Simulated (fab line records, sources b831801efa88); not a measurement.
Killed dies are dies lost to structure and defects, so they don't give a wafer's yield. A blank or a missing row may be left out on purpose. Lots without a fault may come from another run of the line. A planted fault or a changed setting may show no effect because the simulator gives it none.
fab line records | flow sky130 | part 2 of 2: steps 30 to 39 of 39
record lots=5 wafers=15 last_day=49
route steps=708 shown METAL3@570 VIA3@573 METAL4@598 CAP2M@603
lots that met no fault: from a run of the same line without faults
start_h: hours from the record's first day to the start of the lot's first wafer shown | wait_h: hours since the lot's step before | " the same as in the row above | L1.1+2: a row that stands for several wafers | - no value, or no start given | * or withheld: withheld | < > ~ a bound
route shown NAME@n: a module of which the file shows steps, and the number in the route of the first | usual: mean/standard deviation of fault-free wafers | same: alike in all rows | chamber/n: place in a boat | sites: the reading at each site | _std_site: their standard deviation | _edge_site: outer sites' mean less inner sites' | radius_mm: how far each site lies from the wafer's centre | mask NAME#n: copy n | behind: the tool/chamber that last shaped the wafer | hold: why the lot was held/for how many hours/how that ended | device: the transistor (n, p or np) that didn't switch | end of line: the same wafers' tests at the end of the route | a step without rows: its recipe alone | killed: dies lost to structure and defects at the first sort, not the wafer's yield | map: a wafer's dies, x killed, . not, _ none there
set.NAME: the setting as run; set.NAME@STEP: as run at that earlier step | model.NAME: the simulator's own value behind a step, which no gauge read
lots at some steps of the route; a table a step, a row a wafer
services: from which hour (start_h, from the record's first day; less than 0 if before it) a tool's chamber was out of use, for how many hours, and why
## steps
# step SKY_METAL4_SPUTTER_01
# recipe material=TiN target_thk_nm=20 power_w=6500 time_s=16.7 chamber_pressure_pa=0.4
# usual throttle_valve_pct=29.3/0.94
# columns lot.wafer tool chamber start_h wait_h throttle_valve_pct
L074.1 pvd_sputter-03 - 944.80 0.0 29.2
L074.4 " - " " 29.5
L074.5 " - " " 27.1
L076.3 pvd_sputter-03 - 957.70 0.0 27.2
L076.5 " - " " 29.3
L076.6 " - " " 29.3
L077.1 pvd_sputter-02 - 960.32 0.0 30.1
L077.3 " - " " 29.7
L077.4 " - " " 30.9
L087.1 pvd_sputter-03 - 1028.37 0.0 29.7
L087.2 " - " " 29.7
L087.6 " - " " 27.4
L093.1 pvd_sputter-02 - 1063.25 0.0 30.7
L093.2 " - " " 28.7
L093.3 " - " " 29.9
# step SKY_METAL4_SPUTTER_02
# recipe material=AlCu target_thk_nm=735 power_w=10600 time_s=39.1 chamber_pressure_pa=0.4
# usual throttle_valve_pct=29.3/0.95
# columns lot.wafer tool chamber start_h wait_h throttle_valve_pct
L074.1 pvd_sputter-03 - 944.82 0.0 29.3
L074.4 " - " " 29.5
L074.5 " - " " 27.4
L076.3 pvd_sputter-03 - 957.73 0.0 27.2
L076.5 " - " " 29.4
L076.6 " - " " 29.4
L077.1 pvd_sputter-02 - 960.35 0.0 29.8
L077.3 " - " " 29.8
L077.4 " - " " 30.9
L087.1 pvd_sputter-03 - 1028.40 0.0 29.6
L087.2 " - " " 29.8
L087.6 " - " " 27.5
L093.1 pvd_sputter-02 - 1063.27 0.0 31.2
L093.2 " - " " 28.9
L093.3 " - " " 29.7
# step SKY_METAL4_SPUTTER_03
# recipe material=Ti target_thk_nm=5 power_w=3000 time_s=3.3 chamber_pressure_pa=0.4
# usual throttle_valve_pct=29.3/0.93
# columns lot.wafer tool chamber start_h wait_h throttle_valve_pct
L074.1 pvd_sputter-03 - 944.86 0.0 29.5
L074.4 " - " " 29.8
L074.5 " - " " 27.4
L076.3 pvd_sputter-03 - 957.77 0.0 27.2
L076.5 " - " " 29.4
L076.6 " - " " 29.3
L077.1 pvd_sputter-02 - 960.38 0.0 29.8
L077.3 " - " " 29.8
L077.4 " - " " 30.7
L087.1 pvd_sputter-03 - 1028.44 0.0 29.3
L087.2 " - " " 29.4
L087.6 " - " " 27.3
L093.1 pvd_sputter-02 - 1063.31 0.0 30.8
L093.2 " - " " 28.8
L093.3 " - " " 29.8
# step SKY_METAL4_SPUTTER_04
# recipe material=TiN target_thk_nm=70 power_w=6500 time_s=58.3 chamber_pressure_pa=0.4
# usual throttle_valve_pct=29.3/0.95
# columns lot.wafer tool chamber start_h wait_h throttle_valve_pct
L074.1 pvd_sputter-03 - 944.88 0.0 29.5
L074.4 " - " " 29.3
L074.5 " - " " 27.0
L076.3 pvd_sputter-03 - 957.79 0.0 27.2
L076.5 " - " " 29.3
L076.6 " - " " 29.3
L077.1 pvd_sputter-02 - 960.40 0.0 29.9
L077.3 " - " " 30.0
L077.4 " - " " 31.0
L087.1 pvd_sputter-03 - 1028.46 0.0 29.3
L087.2 " - " " 29.3
L087.6 " - " " 27.0
L093.1 pvd_sputter-02 - 1063.33 0.0 30.9
L093.2 " - " " 28.9
L093.3 " - " " 29.6
# step SKY_CAP2M_CVD_00
# recipe material=SiO2 target_thk_nm=15.5 temp_c=400 time_s=withheld rf_w=450
# usual heater_power_w=708/94 susceptor_temp_C=399.97/0.23
# columns lot.wafer tool chamber start_h wait_h heater_power_w susceptor_temp_C
L074.1 pecvd-04 2 944.93 0.0 820 400.01
L074.4 " 1 " " 617 399.87
L074.5 " 2 " " 848 399.98
L076.3 pecvd-01 1 957.85 0.0 624 400.27
L076.5 " 0 " " 688 399.94
L076.6 " 1 " " 623 400.52
L077.1 pecvd-03 1 960.45 0.0 621 399.77
L077.3 " 0 " " 824 400.08
L077.4 " 1 " " 624 399.88
L087.1 pecvd-01 1 1028.51 0.0 658 400.16
L087.2 " 2 " " 799 400.00
L087.6 " 1 " " 689 400.11
L093.1 pecvd-01 2 1063.38 0.0 755 400.03
L093.2 " 0 " " 706 400.36
L093.3 " 1 " " 684 400.04
# step SKY_CAP2M_THK_MEAS_01
# recipe reads=SiO2_of_CAP2M_CVD_00
# usual CAP2M_CVD_00_THK=15.60/0.25
# columns lot.wafer tool chamber start_h wait_h CAP2M_CVD_00_THK[nm]
L074.1 film_metro-03 - 944.95 - 15.49
L074.4 " - " " 15.76
L074.5 " - " " 15.96
L076.3 film_metro-04 - 957.89 - 15.36
L076.5 " - " " 15.76
L076.6 " - " " 15.38
L077.1 film_metro-04 - 960.47 - 15.37
L077.3 " - " " 15.19
L077.4 " - " " 15.90
L087.1 film_metro-04 - 1028.53 - 15.64
L087.2 " - " " 15.53
L087.6 " - " " 15.89
L093.1 film_metro-04 - 1063.40 - 15.65
L093.2 " - " " 15.88
L093.3 " - " " 15.67
# step SKY_CAP2M_SPUTTER_02
# recipe material=TiN target_thk_nm=200 temp_c=300 power_w=6500 time_s=166.7 chamber_pressure_pa=0.4
# usual susceptor_temp_C=299.98/0.18 throttle_valve_pct=29.9/0.78
# columns lot.wafer tool chamber start_h wait_h susceptor_temp_C throttle_valve_pct
L074.1 pvd_sputter-02 - 945.01 0.1 299.94 29.6
L074.4 " - " " 300.17 29.7
L074.5 " - " " 300.18 30.1
L076.3 pvd_sputter-04 - 957.93 0.0 300.10 31.1
L076.5 " - " " 300.01 30.7
L076.6 " - " " 299.97 29.8
L077.1 pvd_sputter-03 - 960.53 0.1 299.69 29.4
L077.3 " - " " 299.99 27.3
L077.4 " - " " 299.93 29.3
L087.1 pvd_sputter-02 - 1028.59 0.1 299.95 29.6
L087.2 " - " " 300.28 30.9
L087.6 " - " " 299.58 28.7
L093.1 pvd_sputter-04 - 1063.46 0.1 299.94 29.8
L093.2 " - " " 299.84 31.2
L093.3 " - " " 300.11 29.6
# step SKY_CAP2M_RS_MEAS_03
# recipe thk_meas_gauge=four-point-probe reads=TiN_of_CAP2M_SPUTTER_02
# usual CAP2M_TIN_RS=6.89/0.086
# columns lot.wafer tool chamber start_h wait_h CAP2M_TIN_RS[ohm/sq]
L074.1 film_metro-03 - 945.12 0.1 6.90
L074.4 " - " " 6.97
L074.5 " - " " 6.93
L076.3 film_metro-03 - 958.08 0.1 6.83
L076.5 " - " " 6.77
L076.6 " - " " 6.69
L077.1 film_metro-03 - 960.64 0.1 7.00
L077.3 " - " " 6.95
L077.4 " - " " 6.91
L087.1 film_metro-01 - 1028.70 0.1 6.93
L087.2 " - " " 6.90
L087.6 " - " " 6.92
L093.1 film_metro-04 - 1063.57 0.1 6.95
L093.2 " - " " 6.93
L093.3 " - " " 6.90
# step SKY_CAP2M_THK_MEAS_04
# recipe thk_meas_gauge=xrf reads=TiN_of_CAP2M_SPUTTER_02
# usual CAP2M_TIN_THK=200.5/2.8
# columns lot.wafer tool chamber start_h wait_h CAP2M_TIN_THK[nm]
L074.1 film_metro-03 - 945.24 0.1 198.9
L074.4 " - " " 197.2
L074.5 " - " " 198.0
L076.3 film_metro-03 - 958.18 0.1 201.6
L076.5 " - " " 204.0
L076.6 " - " " 206.8
L077.1 film_metro-03 - 960.76 0.1 198.4
L077.3 " - " " 198.8
L077.4 " - " " 199.7
L087.1 film_metro-01 - 1028.82 0.1 199.6
L087.2 " - " " 199.7
L087.6 " - " " 199.5
L093.1 film_metro-04 - 1063.69 0.1 202.1
L093.2 " - " " 201.1
L093.3 " - " " 201.6
# step SKY_CAP2M_DEHYDRATE_05
# recipe temp_c=200 time_s=60
# columns lot.wafer tool chamber start_h wait_h
L074.1+4+5 litho_track-03 0 957.73 12.5
L076.3+5+6 litho_track-01 0 968.91 10.7
L077.1+3+4 litho_track-03 0 971.33 10.6
L087.1+2+6 litho_track-02 0 1039.05 10.2
L093.1+2+3 litho_track-03 0 1073.38 9.7
## services
# columns tool chamber start_h hours kind
plasma_asher-02 - 895.00 3.8 repair
cmp-02 - 904.36 15.7 pm
plasma_asher-02 - 910.70 5.7 repair
krf_scanner-01 - 913.30 1.1 repair
cmp-02 - 920.02 6.2 pm
cmp-02 - 926.20 4.0 pm
krf_scanner-01 - 926.77 0.3 repair
krf_scanner-02 - 926.94 0.2 repair
krf_scanner-01 - 930.72 1.6 repair
cmp-01 - 932.08 3.0 repair
wet_bench-03 - 934.10 0.7 repair
cmp-02 - 935.11 6.6 pm
krf_scanner-01 - 940.82 1.0 pm
krf_scanner-02 - 943.40 1.0 pm
hdpcvd-01 - 950.25 15.0 pm
plasma_asher-04 - 957.15 0.3 repair
cvd_w-02 - 962.91 0.6 repair
krf_scanner-02 - 963.77 0.9 repair
krf_scanner-02 - 967.84 1.3 pm
pecvd-01 - 972.72 3.3 repair
krf_scanner-01 - 976.60 0.8 pm
wet_bench-03 - 993.08 43.3 pm
pvd_sputter-04 - 1029.32 9.2 repair
krf_scanner-02 - 1039.86 0.8 pm
